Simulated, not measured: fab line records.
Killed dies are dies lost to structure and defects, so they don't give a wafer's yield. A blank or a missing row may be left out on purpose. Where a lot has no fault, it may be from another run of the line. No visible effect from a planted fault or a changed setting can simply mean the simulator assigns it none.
Comparing a struck lot with a sound one :: flow sky130 :: 15 out of 708 route steps
Sound: wafers L347.1, L347.3, L347.6. Wafers L363.1, L363.2, L363.4 were the ones struck. The cause comes at the end.
At each step with rows: each side's tool, then ch and its chambers, then its first start. Under that, the readings that differ: sound wafers :: struck wafers :: difference of the means :: sigmas: that difference in standard deviations of wafers without a fault.
alike: words and numbers the same on both sides, and readings whose means are apart by under 2 such deviations; not compared: readings that were withheld, readings missing a value for some wafer, numbers with overlapping values and no deviation given by the record, and bounds like >300 which may hide the same value.
A row with sigmas, a row that says differs or no value, or rows on one side alone: a step with any of these is where the two part. Non-overlapping numbers with no deviation appear without sigmas and do not part them. Lack of a reading on every wafer of one side parts them only where that side has two or more wafers.

first, 8 steps without rows for these wafers: SKY_LI_CONTACT_DEHYDRATE_04 (time 60 s); SKY_LI_CONTACT_HMDS_05 (prime time 60 s); SKY_LI_CONTACT_COAT_06 (resist thk 60 nm); SKY_LI_CONTACT_COAT_07 (resist thk 450 nm); SKY_LI_CONTACT_SOFTBAKE_08 (time 90 s); SKY_LI_CONTACT_EXPOSE_09 (exposes mask LICM1, target cd 170 nm); SKY_LI_CONTACT_PEB_10; SKY_LI_CONTACT_DEVELOP_11 (develop time 60 s).
SKY_LI_CONTACT_CD_MEAS_12: the cd target is 170 nm.
  sound: cd sem-02 at day 30 12:02; struck: cd sem-01 at day 35 01:36
  alike: cd nm
SKY_LI_CONTACT_OVL_MEAS_13:
  sound: overlay-01 at day 30 12:09; struck: overlay-02 at day 35 01:43
  alike: LI_CONTACT_OVL
SKY_LI_CONTACT_ETCH_14: etches BARC in N2/H2, stops on SiO2, time 44.54 s, target depth 60 nm.
  sound on rie diel-03 ch 2,3, day 30 12:11; struck on rie diel-01 ch 0,1,2, day 35 01:45
  alike: drypump motor current A, oes product au, throttle valve pct
  not compared: rf hours counter h
SKY_LI_CONTACT_ETCH_15: etches PSG in C4F8/O2/Ar, stops on Si, target depth 600 nm.
  sound on rie diel-03 ch 2,3, day 30 12:14; struck on rie diel-01 ch 0,1,2, day 35 01:48
  alike: oes product au
SKY_LI_CONTACT_STRIP_16: strips in O2/N2.
  sound on plasma asher-02 ch 1, day 30 12:19; struck on plasma asher-01 ch 0,1, day 35 01:53
  no value came back on the struck wafers for chamber pressure mTorr (mTorr), drypump motor current A (A), oes product au (a.u.), strip time to endpoint s (s); on the sound wafers chamber pressure mTorr (mTorr) reads 1503.1 1500.1 1499.9
reading: model.KrF-thick_of_LI_CONTACT_COAT_07.thk nm (nm)
sound: 0 0 0
struck: 233.5 237.1 235.3
difference: +235.3
sigmas: 
  not compared: rf hours counter h
then, 1 step without rows for these wafers: SKY_LI_CONTACT_CLEAN_17 (cleans in NMP, time 600 s).
-- a jump in the record: the struck wafers' starts before and after are 15 days apart (it breaks off in module LI_CONTACT and resumes in module PAD_OPEN, where the first step shown is number 708 of the route) --
SKY_PAD_OPEN_PROBE_99:
  rows exist in the record for the struck wafers here (prober-01, day 50 03:08), but not for the sound ones

== WHERE THEY PART ==
Last at SKY_PAD_OPEN_PROBE_99 as far as this record goes, first at SKY_LI_CONTACT_STRIP_16.

WHY: whatever the simulator had introduced
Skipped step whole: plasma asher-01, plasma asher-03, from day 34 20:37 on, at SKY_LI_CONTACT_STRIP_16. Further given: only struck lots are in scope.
